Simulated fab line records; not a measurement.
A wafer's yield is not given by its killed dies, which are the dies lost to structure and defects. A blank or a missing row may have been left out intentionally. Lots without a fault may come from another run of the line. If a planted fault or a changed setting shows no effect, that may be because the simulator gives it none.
A struck lot beside a sound one    flow gf180mcu    16 steps out of a route of 602
Sound: the wafers L678.2, L678.3, L678.4. Struck: wafers L690.1, L690.3, L690.5. At the end, the cause is stated.
At each step with rows: each side's tool, then ch and its chambers, then its first start. Under that, the readings that differ: sound wafers    struck wafers    difference of the means    sigmas: that difference in standard deviations of wafers without a fault.
alike: same words and numbers on both sides, and readings whose means sit less than 2 such deviations apart. not compared: any withheld reading, any reading some wafer has no value for, any bound like >300 that may hide the same value, and any number with overlapping values for which the record gives no deviation.
The two part at a step that has a row with sigmas, a row that says differs or no value, or rows on one side only. Numbers that don't overlap but have no deviation are shown without sigmas and don't part them. A reading missing from all wafers of one side parts the sides only when that side holds two or more wafers.

GF_VT_IMPLANT_OVL_MEAS_29:
  sound: overlay-01 at day 8 07:40; struck: overlay-02 at day 11 10:43
  alike: VT_IMPLANT_02_OVL
following that, these wafers have no rows for 1 step: GF_VT_IMPLANT_IMPLANT_30.
GF_VT_IMPLANT_STRIP_31: strips in O2/N2.
  sound on plasmaAsher-01 ch 0,1, day 8 07:51; struck on plasmaAsher-02 ch 0,1, day 11 10:54
  alike: drypumpMotorCurrentA, heaterPowerW, oesProductAu, stripTimeToEndpointS
  not compared: rfHoursCounterH
GF_VT_IMPLANT_TW_MEAS_32:
  sound: filmMetro-03 at day 8 07:58; struck: filmMetro-04 at day 11 11:00
  alike: VT_IMPLANT_3_TW
then, 7 steps without rows for these wafers: GF_VT_IMPLANT_DEHYDRATE_33 (time 60 s); GF_VT_IMPLANT_HMDS_34 (prime time 60 s); GF_VT_IMPLANT_COAT_35 (resist thk 1000 nm); GF_VT_IMPLANT_SOFTBAKE_36 (time 60 s); GF_VT_IMPLANT_EXPOSE_37 (exposes mask Nwell HV AREA, target cd 860 nm); GF_VT_IMPLANT_PEB_38; GF_VT_IMPLANT_DEVELOP_39 (develop time 60 s).
GF_VT_IMPLANT_OVL_MEAS_40:
  sound: overlay-01 at day 9 00:01; struck: overlay-01 at day 12 05:58
  alike: VT_IMPLANT_03_OVL
GF_VT_IMPLANT_IMPLANT_41:
  sound on implanter-02 ch 0, day 9 00:05; struck on implanter-02 ch 0, day 12 06:00
reading                   sound                 struck                difference  sigmas
beamEnergyKeV             69.979 69.963 69.979  61.757 61.773 61.783  -8.203      -99 or more
model.implant.rpNm (nm)   42.11 42.11 42.11     38.5 38.5 38.5        -3.6        
model.implant.drpNm (nm)  18.17 18.17 18.17     16.51 16.51 16.51     -1.66       
GF_VT_IMPLANT_STRIP_42: strips in O2/N2.
  sound on plasmaAsher-01 ch 0,1, day 9 00:12; struck on plasmaAsher-01 ch 1, day 12 06:09
  alike: drypumpMotorCurrentA, heaterPowerW, oesProductAu, stripTimeToEndpointS
  not compared: rfHoursCounterH
GF_VT_IMPLANT_TW_MEAS_43:
  sound: filmMetro-04 at day 9 00:19; struck: filmMetro-03 at day 12 06:15
reading          sound        struck       difference  sigmas
VT_IMPLANT_4_TW  694 694 690  664 666 668  -27         -7
then, 1 step without rows for these wafers: GF_VT_IMPLANT_CLEAN_44 (cleans in SC1/SC2, time 150 s).

## WHERE THEY PART
At GF_VT_IMPLANT_IMPLANT_41 first; at GF_VT_IMPLANT_TW_MEAS_43 last (within this record only).

WHY: whatever the simulator had introduced
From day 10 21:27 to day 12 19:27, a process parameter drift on implanter-02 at GF_VT_IMPLANT_IMPLANT_41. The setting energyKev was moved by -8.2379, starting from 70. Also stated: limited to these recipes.
